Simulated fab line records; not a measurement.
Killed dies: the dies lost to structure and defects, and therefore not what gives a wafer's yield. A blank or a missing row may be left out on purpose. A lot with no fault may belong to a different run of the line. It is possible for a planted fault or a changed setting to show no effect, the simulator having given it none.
Comparing a struck lot with a sound one ; flow sky130 ; 15 out of 708 route steps
Sound: these wafers, L267.2, L267.3, L267.6. Struck: wafer L272.2. (L272.1, L272.4 of the same lot were not struck and are left out.) The cause comes at the end.
Per side, at each step with rows, come the tool, then ch with its chambers, and then its first start. Under that, the readings that differ: sound wafers ; struck wafers ; difference of the means ; sigmas: that difference in standard deviations of wafers without a fault.
alike: readings with means less than 2 such deviations apart, plus words and numbers identical on both sides. not compared: withheld readings, readings lacking a value on some wafer, bounds such as >300 that could conceal the same value, and numbers that have no deviation in the record and whose values overlap.
The two part at a step that has a row with sigmas, a row that says differs or no value, or rows on one side only. Numbers that don't overlap but have no deviation are shown without sigmas and don't part them. Lack of a reading on every wafer of one side parts them only where that side has two or more wafers.

SKY_VIA4_OVL_MEAS_11:
  struck on overlay-02, day 45 07:07; sound on overlay-01, day 44 04:26
  alike: VIA4_OVL
SKY_VIA4_ETCH_12: etches SiO2 in C4F8/O2/Ar, stops on TiN, target depth 580 nm.
  sound on rie diel-04 ch 0,2,3, day 44 04:28; struck on rie diel-02 ch 1, day 45 07:08
reading;sound;struck;difference;sigmas
oes product au (a.u.);0.924 0.931 0.938;0.919;-0.012;-3
SKY_VIA4_STRIP_13: strips in O2/N2.
  sound on plasma asher-04 ch 0,1, day 44 04:32; struck on plasma asher-01 ch 0, day 45 07:13
reading;sound;struck;difference;sigmas
drypump motor current A (A);5.7 6.1 5.7;5.0;-0.8;-2
strip time to endpoint s (s);12.792 12.780 12.720;12.835;+0.071;+3
  alike: n2 flow sccm, oes product au
  not compared: rf hours counter h
then, 4 steps without rows for these wafers: SKY_VIA4_STRIP_14 (strips in post etch residue remover, time 1200 s); SKY_VIA4_CLEAN_15 (cleans in IPA, time 180 s); SKY_VIA4_CLEAN_16 (cleans in O3/DIW); SKY_VIA4_SPUTTER_17 (material TiN, target thk 20 nm, time 80 s).
SKY_VIA4_CVD_18: deposits W, target thk 505 nm, time 152.14 s.
  sound on cvd w-01 ch 1, day 44 05:16; struck on cvd w-02 ch 0, day 45 07:52
  alike: heater power w
SKY_VIA4_RS_MEAS_19: a four-point-probe measurement.
  struck on film metro-03, day 45 08:01; sound on film metro-02, day 44 05:33
  alike: VIA4_W_RS
SKY_VIA4_THK_MEAS_20: measures by xrf.
  struck on film metro-03, day 45 08:08; sound on film metro-02, day 44 05:40
  alike: VIA4_W_THK
SKY_VIA4_CMP_21: polishes, stops on SiO2, t overpolish 25 s, target thk 0 nm.
  sound on cmp-02 ch 0,1,2, day 44 05:49; struck on cmp-02 ch 3, day 45 08:12
  alike: motor current A, overpolish run s, time to endpoint s
SKY_METAL5_SPUTTER_00: material Ti, target thk 15 nm, time 10 s.
  struck on pvd sputter-01, day 45 08:30; sound on pvd sputter-01, day 44 06:01
  alike: throttle valve pct
SKY_METAL5_SPUTTER_01: material TiN, target thk 20 nm, time 16.7 s.
  struck on pvd sputter-01, day 45 08:31; sound on pvd sputter-01, day 44 06:02
reading;sound;struck;difference;sigmas
model.TiN_of_METAL5_SPUTTER_01.thk nm (nm);19.68 19.84 20.07;15.78;-4.08;
  alike: throttle valve pct
then, 2 steps without rows for these wafers: SKY_METAL5_SPUTTER_02 (material AlCu, target thk 1150 nm, time 61.2 s); SKY_PAD_OPEN_PROBE_99.

WHERE THEY PART
Earliest at SKY_VIA4_ETCH_12; latest, in this record, at SKY_VIA4_STRIP_13. Later steps at which nothing parts them and some readings are alike: SKY_VIA4_CVD_18, SKY_VIA4_RS_MEAS_19, SKY_VIA4_THK_MEAS_20, SKY_VIA4_CMP_21, SKY_METAL5_SPUTTER_00, SKY_METAL5_SPUTTER_01.

WHY: what had been put in by the simulator
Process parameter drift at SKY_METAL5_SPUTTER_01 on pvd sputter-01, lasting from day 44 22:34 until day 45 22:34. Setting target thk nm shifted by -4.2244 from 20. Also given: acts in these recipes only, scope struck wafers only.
